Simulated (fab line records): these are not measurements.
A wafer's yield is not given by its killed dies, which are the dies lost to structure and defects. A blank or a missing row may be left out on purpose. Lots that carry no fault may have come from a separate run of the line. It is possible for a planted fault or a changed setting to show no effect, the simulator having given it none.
fab line records -- flow sky130
record lots=6, wafers=18, last-day=50
route steps=708 shown METAL2@495 VIA2@507 PAD_OPEN@708
lots that met no fault: taken from a fault-free run of the same line
start-h: hours from the record's first day to the start of the lot's first wafer shown -- wait-h: hours elapsed since this lot's preceding step -- " identical to the entry in the row above -- L1.1+2: several wafers, shown together as one row -- - value missing, or start not given -- * or withheld: withheld -- < > ~ a bound
route shown NAME@n: NAME is a module with steps in the file, n the number in the route of the first one -- usual: mean and standard deviation over wafers with no fault -- same: alike in all rows -- chamber/n: place in a boat -- sites: per-site readings -- _std_site: their standard deviation -- _edge_site: the outer-site mean with the inner-site mean subtracted -- radius-mm: how far each site lies from the wafer's centre -- mask NAME#n: copy n -- behind: the most recent tool/chamber to have shaped the wafer -- hold: cause of the lot's hold/its duration in hours/its outcome -- device: transistor that didn't switch, given as n, p or np -- end of line: the same wafers' tests at the end of the route -- a step with no rows: only its recipe -- killed: the dies lost at the first sort to structure and to defects; this is not the yield of the wafer -- map: shows each die of a wafer: x if killed, . if not, _ if none is there
set.NAME: setting as actually run; set.NAME@STEP: the setting as run at that earlier step -- model.NAME: the simulator's own value behind a step, which no gauge read
lots seen at some steps along the route; tables by step, rows by wafer
services: the hour from which a tool's chamber was out of use, counted from the record's first day as start-h (under 0 if before that day), plus the number of hours and why
## steps
# step SKY_METAL2_EXPOSE_12
# recipe mask-id=MM2, na=0.8, source-shape=annular, sigma-inner=0.55, sigma-outer=0.85, target-cd-nm=140, dose-mj=28
# step SKY_METAL2_PEB_13
# recipe peb-temp-c=withheld, peb-time-s=withheld, resist=KrF-thick
# step SKY_METAL2_DEVELOP_14
# recipe develop-time-s=60, resist=KrF-thick, dev-temp-c=21
# step SKY_METAL2_CD_MEAS_15
# recipe target-cd-nm=140
# usual cd-nm=139.6/1.5
lot.wafer,tool,chamber,start-h,wait-h,cd-nm
L529.1,cd-sem-02,-,877.52,-,142.0
L529.2,cd-sem-02,-,877.52,-,141.5
L529.5,cd-sem-02,-,877.52,-,141.3
L530.2,cd-sem-02,-,880.42,-,138.1
L530.4,cd-sem-02,-,880.42,-,137.7
L530.5,cd-sem-02,-,880.42,-,138.1
L535.3,cd-sem-01,-,910.11,-,141.2
L535.4,cd-sem-01,-,910.11,-,140.6
L535.6,cd-sem-01,-,910.11,-,141.2
L536.4,cd-sem-02,-,915.31,-,139.8
L536.5,cd-sem-02,-,915.31,-,139.2
L536.6,cd-sem-02,-,915.31,-,139.4
L543.1,cd-sem-02,-,969.75,-,138.0
L543.2,cd-sem-02,-,969.75,-,138.2
L543.5,cd-sem-02,-,969.75,-,136.9
L544.1,cd-sem-01,-,974.61,-,138.4
L544.2,cd-sem-01,-,974.61,-,139.0
L544.3,cd-sem-01,-,974.61,-,136.6
# step SKY_METAL2_OVL_MEAS_16
# usual METAL2_OVL=-4/5.1
lot.wafer,tool,chamber,start-h,wait-h,METAL2_OVL[nm]
L529.1,overlay-02,-,877.64,0.1,-2
L529.2,overlay-02,-,877.64,0.1,2
L529.5,overlay-02,-,877.64,0.1,-4
L530.2,overlay-02,-,880.53,0.1,2
L530.4,overlay-02,-,880.53,0.1,1
L530.5,overlay-02,-,880.53,0.1,5
L535.3,overlay-01,-,910.20,0.1,8
L535.4,overlay-01,-,910.20,0.1,-1
L535.6,overlay-01,-,910.20,0.1,0
L536.4,overlay-02,-,915.39,0.1,-3
L536.5,overlay-02,-,915.39,0.1,-7
L536.6,overlay-02,-,915.39,0.1,1
L543.1,overlay-02,-,969.87,0.1,-8
L543.2,overlay-02,-,969.87,0.1,2
L543.5,overlay-02,-,969.87,0.1,-4
L544.1,overlay-02,-,974.73,0.1,-15
L544.2,overlay-02,-,974.73,0.1,-8
L544.3,overlay-02,-,974.73,0.1,-9
# step SKY_METAL2_DESCUM_17
# recipe chemistry=O2, source-power-w=150, bias-power-w=0, pressure-mtorr=10, temp-c=40, time-s=8
# usual drypump-motor-current-A=5.9/0.36, oes-product-au=1.000/0.01, rf-fwd-power-W=147.2/0.46
# same bias-power-w=0
lot.wafer,tool,chamber,start-h,wait-h,drypump-motor-current-A,oes-product-au,rf-fwd-power-W,rf-hours-counter-h
L529.1,rie-metal-01,1,877.68,0.0,6.0,0.989,146.0,1
L529.2,rie-metal-01,0,877.68,0.0,5.1,1.010,147.7,7
L529.5,rie-metal-01,1,877.68,0.0,6.0,1.001,146.7,-
L530.2,rie-metal-03,0,880.56,0.0,6.0,0.988,146.8,3
L530.4,rie-metal-03,1,880.56,0.0,5.8,1.012,146.9,-
L530.5,rie-metal-03,1,880.56,0.0,5.8,1.008,146.9,-
L535.3,rie-metal-02,1,910.24,0.0,6.0,0.981,146.7,-
L535.4,rie-metal-02,0,910.24,0.0,6.3,0.997,146.8,-
L535.6,rie-metal-02,1,910.24,0.0,6.0,0.984,146.9,-
L536.4,rie-metal-01,1,915.42,0.0,6.0,0.993,147.1,-
L536.5,rie-metal-01,0,915.42,0.0,5.1,1.006,146.6,-
L536.6,rie-metal-01,1,915.42,0.0,6.0,0.988,147.8,-
L543.1,rie-metal-01,1,969.91,0.0,6.0,0.992,147.2,5
L543.2,rie-metal-01,0,969.91,0.0,5.1,0.998,147.3,12
L543.5,rie-metal-01,0,969.91,0.0,5.1,0.992,147.7,-
L544.1,rie-metal-01,0,974.77,0.0,5.2,1.012,147.0,12
L544.2,rie-metal-01,1,974.77,0.0,6.0,1.011,147.5,6
L544.3,rie-metal-01,1,974.77,0.0,6.0,0.990,147.0,-
# step SKY_METAL2_ETCH_18
# recipe chemistry=N2/H2, target=BARC, ion-energy-ev=200, bias-w=100, pressure-mtorr=30, n2-flow-sccm=100, h2-flow-sccm=200, icp-w=500, stop-on=SiO2, time-s=45.9, target-depth-a=600
# usual drypump-motor-current-A=5.9/0.35, oes-product-au=0.856/0.0046, rf-fwd-power-W=495.2/1.7, throttle-valve-pct=13.227/0.0088
lot.wafer,tool,chamber,start-h,wait-h,drypump-motor-current-A,oes-product-au,rf-fwd-power-W,rf-hours-counter-h,throttle-valve-pct
L529.1,rie-metal-01,1,877.71,0.0,6.0,0.854,492.6,1,13.230
L529.2,rie-metal-01,0,877.71,0.0,5.1,0.860,497.1,7,13.229
L529.5,rie-metal-01,1,877.71,0.0,6.0,0.860,496.3,-,13.217
L530.2,rie-metal-03,0,880.59,0.0,6.0,0.856,492.8,3,13.237
L530.4,rie-metal-03,1,880.59,0.0,5.8,0.860,494.5,-,13.224
L530.5,rie-metal-03,1,880.59,0.0,5.8,0.849,494.7,-,13.231
L535.3,rie-metal-02,1,910.28,0.0,6.1,0.858,495.3,-,13.233
L535.4,rie-metal-02,0,910.28,0.0,6.3,0.849,493.5,-,13.217
L535.6,rie-metal-02,1,910.28,0.0,6.1,0.859,494.5,-,13.226
L536.4,rie-metal-01,1,915.46,0.0,6.0,0.856,497.0,-,13.227
L536.5,rie-metal-01,0,915.46,0.0,5.2,0.865,492.2,-,13.228
L536.6,rie-metal-01,1,915.46,0.0,6.0,0.858,498.1,-,13.224
L543.1,rie-metal-01,1,969.94,0.0,6.0,0.855,496.3,5,13.226
L543.2,rie-metal-01,0,969.94,0.0,5.1,0.858,497.0,12,13.230
L543.5,rie-metal-01,0,969.94,0.0,5.1,0.848,496.4,-,13.215
L544.1,rie-metal-01,0,974.80,0.0,5.1,0.856,494.3,13,13.224
L544.2,rie-metal-01,1,974.80,0.0,6.0,0.852,498.5,6,13.240
L544.3,rie-metal-01,1,974.80,0.0,6.0,0.857,496.6,-,13.213
# step SKY_METAL2_METAL_ETCH_19
# recipe target-depth-a=3600, stop-on=SiO2, over-etch-frac=0.3, time-s=78, chemistry=Cl2/BCl3, resist-sidewall-deg=88, pressure-mtorr=10, icp-w=900, bias-w=48.5, Cl2_flow_sccm=60, bcl3-flow-sccm=30
# usual drypump-motor-current-A=5.8/0.36, oes-product-au=0.856/0.0061, rf-fwd-power-W=893.9/3, throttle-valve-pct=22.264/0.0082
lot.wafer,tool,chamber,start-h,wait-h,drypump-motor-current-A,oes-product-au,rf-fwd-power-W,rf-hours-counter-h,throttle-valve-pct
L529.1,rie-metal-01,1,877.77,0.0,6.0,0.849,893.4,1,22.255
L529.2,rie-metal-01,0,877.77,0.0,5.1,0.860,898.2,7,22.261
L529.5,rie-metal-01,1,877.77,0.0,6.0,0.857,890.6,-,22.261
L530.2,rie-metal-03,0,880.65,0.0,6.0,0.859,896.3,3,22.267
L530.4,rie-metal-03,1,880.65,0.0,5.8,0.856,894.5,-,22.267
L530.5,rie-metal-03,1,880.65,0.0,5.8,0.859,892.9,-,22.262
L535.3,rie-metal-02,1,910.35,0.1,6.0,0.864,888.4,-,22.269
L535.4,rie-metal-02,0,910.35,0.1,6.3,0.861,892.9,-,22.251
L535.6,rie-metal-02,1,910.35,0.1,6.0,0.867,892.4,-,22.265
L536.4,rie-metal-01,1,915.53,0.1,6.0,0.851,891.1,-,22.268
L536.5,rie-metal-01,0,915.53,0.1,5.1,0.853,888.9,-,22.260
L536.6,rie-metal-01,1,915.53,0.1,6.0,0.847,891.7,-,22.266
L543.1,rie-metal-01,1,970.00,0.0,6.0,0.849,893.6,5,22.273
L543.2,rie-metal-01,0,970.00,0.0,5.1,0.852,889.8,12,22.268
L543.5,rie-metal-01,0,970.00,0.0,5.1,0.846,890.2,-,22.276
L544.1,rie-metal-01,0,974.87,0.0,5.1,0.864,893.7,13,22.257
L544.2,rie-metal-01,1,974.87,0.0,6.0,0.853,896.4,6,22.262
L544.3,rie-metal-01,1,974.87,0.0,6.0,0.847,895.0,-,22.263
# step SKY_METAL2_STRIP_20
# recipe chemistry=O2/N2, power-w=1400, pressure-mtorr=1500, platen-temp-c=withheld, o2-flow-sccm=3000, n2-flow-sccm=300, overash-fraction=0.5
# usual drypump-motor-current-A=5.8/0.45, oes-product-au=0.343/0.0053, strip-time-to-endpoint-s=2.70/0.042
lot.wafer,tool,chamber,start-h,wait-h,drypump-motor-current-A,oes-product-au,rf-hours-counter-h,strip-time-to-endpoint-s
L529.1,plasma-asher-02,1,877.86,0.1,6.2,0.342,75,2.70
L529.2,plasma-asher-02,0,877.86,0.1,5.2,0.346,75,2.68
L529.5,plasma-asher-02,1,877.86,0.1,6.2,0.350,-,2.74
L530.2,plasma-asher-03,1,880.74,0.1,6.2,0.340,103,2.78
L530.4,plasma-asher-03,1,880.74,0.1,6.2,0.351,-,2.63
L530.5,plasma-asher-03,0,880.74,0.1,6.2,0.339,-,2.66
L535.3,plasma-asher-02,1,910.45,0.1,6.2,0.353,-,2.75
L535.4,plasma-asher-02,0,910.45,0.1,5.1,0.341,-,2.72
L535.6,plasma-asher-02,1,910.45,0.1,6.2,0.342,-,2.72
L536.4,plasma-asher-03,0,915.63,0.1,6.2,0.354,-,2.75
L536.5,plasma-asher-03,0,915.63,0.1,6.1,0.346,-,2.68
L536.6,plasma-asher-03,1,915.63,0.1,6.2,0.347,-,2.72
L543.1,plasma-asher-02,0,970.09,0.1,5.1,0.348,85,2.72
L543.2,plasma-asher-02,1,970.09,0.1,6.2,0.345,85,2.70
L543.5,plasma-asher-02,0,970.09,0.1,5.1,0.346,-,2.71
L544.1,plasma-asher-03,0,974.96,0.1,6.2,0.349,111,2.70
L544.2,plasma-asher-03,1,974.96,0.1,6.1,0.351,111,2.68
L544.3,plasma-asher-03,0,974.96,0.1,6.2,0.339,-,2.72
# step SKY_METAL2_STRIP_21
# recipe chemistry=post-etch-residue-remover, time-s=1200, temp-c=72.5
# step SKY_METAL2_CLEAN_22
# recipe chemistry=IPA, time-s=180, temp-c=25
# step SKY_METAL2_CLEAN_23
# recipe chemistry=O3/DIW, dry=n2-spin
# step SKY_VIA2_HDPCVD_00
# recipe material=SiO2, target-thk-nm=1180, sigma-open-frac=0.3, time-s=196.7, temp-c=400, sih4-flow-sccm=60, pressure-mtorr=6
# usual run-length-s=224.2/0.41
lot.wafer,tool,chamber,start-h,wait-h,run-length-s,model.SiO2_of_VIA2_HDPCVD_00.thk-nm
L529.1,hdpcvd-02,2,878.49,0.0,224.0,1186
L529.2,hdpcvd-02,0,878.49,0.0,223.6,1169
L529.5,hdpcvd-02,1,878.49,0.0,224.2,1186
L530.2,hdpcvd-01,0,881.33,0.0,224.8,1171
L530.4,hdpcvd-01,1,881.33,0.0,224.3,1193
L530.5,hdpcvd-01,2,881.33,0.0,225.0,1163
L535.3,hdpcvd-01,2,911.05,0.0,224.0,1163
L535.4,hdpcvd-01,0,911.05,0.0,260.1,1369
L535.6,hdpcvd-01,1,911.05,0.0,224.1,1174
L536.4,hdpcvd-01,1,916.29,0.1,224.3,1203
L536.5,hdpcvd-01,0,916.29,0.1,259.8,1410
L536.6,hdpcvd-01,2,916.29,0.1,224.5,1190
L543.1,hdpcvd-02,0,970.68,0.0,224.2,1182
L543.2,hdpcvd-02,1,970.68,0.0,224.3,1217
L543.5,hdpcvd-02,2,970.68,0.0,224.8,1193
L544.1,hdpcvd-02,0,975.88,0.0,224.2,1184
L544.2,hdpcvd-02,2,975.88,0.0,224.0,1187
L544.3,hdpcvd-02,1,975.88,0.0,224.2,1205
# step SKY_VIA2_THK_MEAS_01
# recipe reads=SiO2_of_VIA2_HDPCVD_00
# usual VIA2_HDPCVD_THK=1184/15
lot.wafer,tool,chamber,start-h,wait-h,hold,VIA2_HDPCVD_THK[nm]
L529.1,film-metro-02,-,878.61,0.1,-,1186
L529.2,film-metro-02,-,878.61,0.1,-,1170
L529.5,film-metro-02,-,878.61,0.1,-,1186
L530.2,film-metro-03,-,881.47,0.1,-,1171
L530.4,film-metro-03,-,881.47,0.1,-,1193
L530.5,film-metro-03,-,881.47,0.1,-,1163
L535.3,film-metro-02,-,911.20,0.1,await-dispo/0.2h/release,1164
L535.4,film-metro-02,-,911.20,0.1,await-dispo/0.2h/release,1370
L535.6,film-metro-02,-,911.20,0.1,await-dispo/0.2h/release,1174
L535.3,film-metro-02,-,911.42,0.2,-,1163
L535.4,film-metro-02,-,911.42,0.2,-,1370
L535.6,film-metro-02,-,911.42,0.2,-,1174
L536.4,film-metro-02,-,916.38,0.0,await-dispo/0.2h/release,1203
L536.5,film-metro-02,-,916.38,0.0,await-dispo/0.2h/release,1410
L536.6,film-metro-02,-,916.38,0.0,await-dispo/0.2h/release,1189
L536.4,film-metro-02,-,916.75,0.4,-,1203
L536.5,film-metro-02,-,916.75,0.4,-,1411
L536.6,film-metro-02,-,916.75,0.4,-,1190
L543.1,film-metro-02,-,970.81,0.1,-,1182
L543.2,film-metro-02,-,970.81,0.1,-,1218
L543.5,film-metro-02,-,970.81,0.1,-,1193
L544.1,film-metro-04,-,976.00,0.1,-,1183
L544.2,film-metro-04,-,976.00,0.1,-,1187
L544.3,film-metro-04,-,976.00,0.1,-,1204
# step SKY_VIA2_CMP_02
# recipe material=SiO2, down-force-psi=4, platen-rpm=60, pad-velocity-m-s=0.94248
# usual edge-zone-pressure-frac=1.000/0.0048, motor-current-A=12.0/1.1, platen-rpm=60.00/0.041
lot.wafer,tool,chamber,start-h,wait-h,hold,edge-zone-pressure-frac,motor-current-A,platen-rpm
L529.1,cmp-01,0,878.72,0.1,-,0.996,11.0,59.95
L529.2,cmp-01,1,878.72,0.1,-,1.001,13.6,60.00
L529.5,cmp-01,0,878.72,0.1,-,1.000,11.4,59.98
L530.2,cmp-01,0,881.52,0.0,-,0.998,11.7,59.97
L530.4,cmp-01,3,881.52,0.0,-,1.001,10.1,60.03
L530.5,cmp-01,1,881.52,0.0,-,0.999,13.5,59.97
L535.3,cmp-02,3,916.05,4.6,await-dispo/4.4h/release,1.007,13.7,59.91
L535.4,cmp-02,1,916.05,4.6,await-dispo/4.4h/release,1.000,11.8,59.99
L535.6,cmp-02,2,916.05,4.6,await-dispo/4.4h/release,0.996,12.0,59.93
L536.4,cmp-02,0,922.95,6.2,await-dispo/5.9h/release,1.002,11.5,60.05
L536.5,cmp-02,1,922.95,6.2,await-dispo/5.9h/release,0.998,11.6,59.98
L536.6,cmp-02,2,922.95,6.2,await-dispo/5.9h/release,1.000,11.3,60.04
L543.2,cmp-01,1,970.87,0.0,-,1.007,13.8,59.98
L543.1,cmp-01,2,970.87,0.0,-,1.003,11.6,59.95
L543.5,cmp-01,1,970.87,0.0,-,1.002,13.4,60.02
L544.1,cmp-01,1,976.06,0.1,-,1.000,14.4,60.01
L544.2,cmp-01,2,976.06,0.1,-,0.999,12.4,60.02
L544.3,cmp-01,3,976.06,0.1,-,1.004,10.2,60.00
# step SKY_PAD_OPEN_PROBE_99
# usual defect-limited-yield=82.1/1.7, killed_at_M0_to_M3=44/6.4, killed_at_M4_up=3.0/1.8, killed-at-contacts=24/5, killed-at-front-end=16/4.3, killed-at-other=0.4/0.76, killed-dies=88/8.6, killed-open=47/7.2, killed-short=40/5.5, sort_bin_3_pad_short=0.9/0.44, sort_bin_5_function=10.6/1.5, sort_bin_6_memory=6.4/1.2, sort-n-pass=404/8.6, sort-yield-pct=82.1/1.7
# same gross-dies=492, killed-at-back-side=0, sort_bin_4_leakage[%]=0, sort_bin_8_speed[%]=0
lot.wafer,tool,chamber,start-h,wait-h,defect-limited-yield[%],killed_at_M0_to_M3,killed_at_M4_up,killed-at-contacts,killed-at-front-end,killed-at-other,killed-dies,killed-open,killed-short,sort_bin_3_pad_short[%],sort_bin_5_function[%],sort_bin_6_memory[%],sort-n-pass,sort-yield-pct[%]
L529.1,prober-02,-,1119.43,0.1,82.1,44,7,20,16,1,88,41,46,1.6,10.4,5.9,404,82.1
L529.2,prober-02,-,1119.48,0.1,80.3,51,5,25,16,0,97,52,45,1.0,12.4,6.3,395,80.3
L529.5,prober-02,-,1119.63,0.2,83.9,33,3,19,23,1,79,42,37,1.8,8.3,5.9,413,83.9
L543.1,prober-02,-,1190.37,0.1,82.1,37,3,29,19,0,88,44,43,0.4,11.4,6.1,404,82.1
L543.2,prober-02,-,1190.42,0.1,81.7,45,5,26,13,1,90,50,40,1.0,10.2,7.1,402,81.7
L543.5,prober-02,-,1190.57,0.2,80.7,45,6,30,14,0,95,50,44,0.6,9.3,9.3,397,80.7
# killed by level:class
L529.1 VIA2:geometric-particle:open=9 LI_CONTACT:geometric-particle:open=7 VIA1:geometric-particle:open=7 VIA1:geometric-particle:short=6 METAL4:geometric-particle:short=6 METAL1:geometric-particle:short=6 CONTACT:geometric-particle:open=6 FIELD_ISO:geometric-particle:short=5
L529.2 CONTACT:geometric-particle:open=12 VIA1:geometric-particle:open=8 VIA2:geometric-particle:open=8 METAL3:geometric-particle:short=7 METAL2:geometric-particle:short=7 VIA2:geometric-particle:short=7 LI_CONTACT:geometric-particle:open=6 VIA3:geometric-particle:open=4
L529.5 CONTACT:geometric-particle:open=11 POLY_GATE:geometric-particle:open=6 VIA3:geometric-particle:open=6 FIELD_ISO:geometric-particle:short=5 VIA1:geometric-particle:open=5 FIELD_ISO:geometric-particle:open=4 METAL3:geometric-particle:short=4 VIA3:geometric-particle:short=4
L543.1 CONTACT:geometric-particle:open=12 VIA1:geometric-particle:open=9 VIA3:geometric-particle:open=7 FIELD_ISO:geometric-particle:short=6 CONTACT:geometric-particle:short=6 VIA2:geometric-particle:open=6 POLY_GATE:geometric-particle:open=5 LOCAL_INTERCONNECT:geometric-particle:short=5
L543.2 VIA2:geometric-particle:open=9 CONTACT:geometric-particle:open=8 CONTACT:geometric-particle:short=7 VIA3:geometric-particle:open=7 LI_CONTACT:geometric-particle:open=6 VIA1:geometric-particle:open=5 METAL2:geometric-particle:short=5 METAL3:geometric-particle:short=5
L543.5 CONTACT:geometric-particle:open=12 VIA1:geometric-particle:open=12 LI_CONTACT:geometric-particle:open=7 VIA2:geometric-particle:open=7 FIELD_ISO:geometric-particle:short=5 CONTACT:geometric-particle:short=5 VIA1:geometric-particle:short=5 POLY_GATE:geometric-particle:short=4
## services
tool,chamber,start-h,hours,kind
hdpcvd-01,-,854.52,6.0,pm
hdpcvd-02,2,855.24,7.6,repair
cmp-02,-,855.57,0.8,repair
rie-metal-03,1,859.73,4.3,repair
cmp-02,-,875.83,0.6,repair
rie-metal-03,-,884.77,4.0,pm
cmp-02,-,912.00,4.0,pm
hdpcvd-02,-,915.69,5.4,repair
cmp-01,-,922.22,2.5,repair
cmp-02,-,929.32,0.3,repair
rie-metal-01,-,942.61,0.2,repair
plasma-asher-03,-,947.70,14.6,pm
hdpcvd-02,2,947.76,8.7,repair
cmp-01,-,950.25,5.6,pm
hdpcvd-02,-,950.25,15.0,pm
hdpcvd-02,0,950.25,15.0,vent-cycle
hdpcvd-02,1,950.25,15.0,vent-cycle
hdpcvd-02,2,950.25,15.0,vent-cycle
hdpcvd-02,0,965.25,-,clean
hdpcvd-02,1,965.25,-,clean
hdpcvd-02,2,965.25,-,clean
hdpcvd-01,2,970.83,13.7,repair
cmp-01,-,972.54,0.9,repair
hdpcvd-01,0,974.26,5.0,repair
## key
first-sign step=SKY_VIA2_HDPCVD_00, reading=run-length-s, direction=up, sigmas=88, usual=*, struck=*
effect step=SKY_VIA2_THK_MEAS_01, reading=visit, direction=added
effect step=SKY_VIA2_THK_MEAS_01, reading=VIA2_HDPCVD_THK, direction=up, sigmas=14, usual=1184, struck=1390
model-effect step=SKY_VIA2_HDPCVD_00, value=SiO2_of_VIA2_HDPCVD_00.thk-nm, without=1179, struck=1390
met-at SKY_VIA2_HDPCVD_00
struck-wafers L535.4,L536.5
onset-between 881.33 911.05
fault kind=process-parameter-drift, tool=hdpcvd-01, chamber=0, onset-h=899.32, steps=SKY_VIA2_HDPCVD_00, channel=time-s, offset=*, shape=step, end-h=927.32, acts-in=*, stated=*
